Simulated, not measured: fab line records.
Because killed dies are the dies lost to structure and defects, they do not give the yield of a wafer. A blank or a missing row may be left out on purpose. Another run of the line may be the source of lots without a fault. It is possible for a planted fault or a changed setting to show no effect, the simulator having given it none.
A lot that was struck, set against a sound lot || flow sky130 || 15 out of 708 route steps
Sound: wafers L218.3, L218.4, L218.5. The struck wafers were L216.2, L216.3, L216.5. The cause is named last.
Per side, at each step with rows, come the tool, then ch with its chambers, and then its first start. Under that, the readings that differ: sound wafers || struck wafers || difference of the means || sigmas: that difference in standard deviations of wafers without a fault.
alike: readings with means less than 2 such deviations apart, plus words and numbers identical on both sides. not compared: withheld readings, readings lacking a value on some wafer, bounds such as >300 that could conceal the same value, and numbers that have no deviation in the record and whose values overlap.
Wherever a step has rows on one side only, a row that says differs or no value, or a row with sigmas, the two part there. When numbers do not overlap yet have no deviation, they are printed without sigmas and do not part them. A reading that every wafer of one side lacks parts them only if that side has two wafers or more.

first, 3 steps without rows for these wafers: SKY_SONOS_ONO_WET_ETCH_18 (etches Si3N4 in H3PO4, target depth 15 nm, time 172 s); SKY_GATE_OXIDE_CLEAN_00 (cleans in SC1/SC2, time 150 s); SKY_GATE_OXIDE_OXIDATION_01 (stabilise 600 s, purge 300 s, target thk 10.268 nm).
SKY_GATE_OXIDE_THK_MEAS_02:
  sound: film-metro-03 at day 16 14:24; struck: film-metro-04 at day 15 15:08
  alike: GATE_OXIDE_OXIDATION_00_THK
then, 7 steps without rows for these wafers: SKY_GATE_OXIDE_DEHYDRATE_03 (time 60 s); SKY_GATE_OXIDE_HMDS_04 (prime time 60 s); SKY_GATE_OXIDE_COAT_05 (resist thk 1140 nm); SKY_GATE_OXIDE_SOFTBAKE_06 (time 60 s); SKY_GATE_OXIDE_EXPOSE_07 (exposes mask LVOM, target cd 600 nm); SKY_GATE_OXIDE_PEB_08; SKY_GATE_OXIDE_DEVELOP_09 (develop time 60 s).
SKY_GATE_OXIDE_OVL_MEAS_10:
  sound: overlay-01 at day 17 20:11; struck: overlay-02 at day 16 19:47
{"reading": "GATE_OXIDE_OVL (nm)", "sound": "-2.4 -1.5 -0.4", "struck": "1.9 1.5 1.8", "difference": "+3.2", "sigmas": "+2"}
SKY_GATE_OXIDE_IMPLANT_11:
  sound on implanter-03 ch 0, day 17 20:16; struck on implanter-02 ch 0, day 16 19:50
{"reading": "beam-energy-keV", "sound": "10.001 10.000 9.9944", "struck": "8.5458 8.5453 8.5495", "difference": -1.4516, "sigmas": "-99 or more"}
{"reading": "model.implant.rp-nm (nm)", "sound": "32.93 32.93 32.93", "struck": "29.46 29.46 29.46", "difference": -3.47, "sigmas": ""}
{"reading": "model.implant.drp-nm (nm)", "sound": "17.11 17.11 17.11", "struck": "15.33 15.33 15.33", "difference": -1.78, "sigmas": ""}
  alike: beam-on-s
then, 1 step without rows for these wafers: SKY_GATE_OXIDE_WET_ETCH_12 (etches SiO2 in dHF, target depth 16.8 nm, time 336 s).
-- here the record skips 32 days between the struck wafers' starts before and after, leaving off in module GATE_OXIDE and picking up in module PAD_OPEN (first step shown: number 708 of the route) --
SKY_PAD_OPEN_PROBE_99:
  sound: prober-02 at day 48 22:15; struck: prober-02 at day 48 08:59
{"reading": "model.etest.pfet_01v8_lvt.drive-ua-um", "sound": "171.1 173.8 171.7", "struck": "166.8 165.2 165.4", "difference": -6.4, "sigmas": ""}
{"reading": "model.etest.pfet_01v8_lvt.off-log10-a-um", "sound": "-9.004 -8.894 -9.001", "struck": "-9.895 -9.987 -9.851", "difference": -0.945, "sigmas": ""}
{"reading": "model.etest.pfet_01v8_lvt.vt-sat-v (V)", "sound": "-0.4448 -0.4401 -0.4461", "struck": "-0.5005 -0.5093 -0.5021", "difference": -0.0603, "sigmas": ""}
{"reading": "model.etest.pfet_01v8_lvt.vt-v (V)", "sound": "-0.5316 -0.5297 -0.5345", "struck": "-0.5841 -0.5877 -0.5816", "difference": -0.0525, "sigmas": ""}
{"reading": "model.etest.pfet_01v8_lvt.vt-long-v (V)", "sound": "-0.6511 -0.6502 -0.6515", "struck": "-0.6945 -0.6998 -0.695", "difference": -0.0455, "sigmas": ""}
{"reading": "model.etest.nfet_01v8.vt-long-v (V)", "sound": "0.5494 0.5539 0.5548", "struck": "0.5454 0.543 0.5445", "difference": -0.0084, "sigmas": ""}
{"reading": "model.etest.nfet_01v8_lvt.vt-long-v (V)", "sound": "0.4491 0.4514 0.4516", "struck": "0.4428 0.4405 0.4464", "difference": -0.0075, "sigmas": ""}
{"reading": "model.etest.pfet_01v8_lvt.body-rise-v (V)", "sound": "-0.2047 -0.2061 -0.2044", "struck": "-0.1962 -0.1938 -0.1953", "difference": "+0.0100", "sigmas": ""}
  alike: killed_at_M0_to_M3, killed_at_M4_up, killed-at-contacts, killed-at-front-end, killed-at-other, killed-dies, killed-open, killed-short

WHERE THEY PART
Earliest at SKY_GATE_OXIDE_OVL_MEAS_10; latest, in this record, at SKY_GATE_OXIDE_IMPLANT_11. Later steps at which nothing parts them and some readings are alike: SKY_PAD_OPEN_PROBE_99.

WHY: what had been put in by the simulator
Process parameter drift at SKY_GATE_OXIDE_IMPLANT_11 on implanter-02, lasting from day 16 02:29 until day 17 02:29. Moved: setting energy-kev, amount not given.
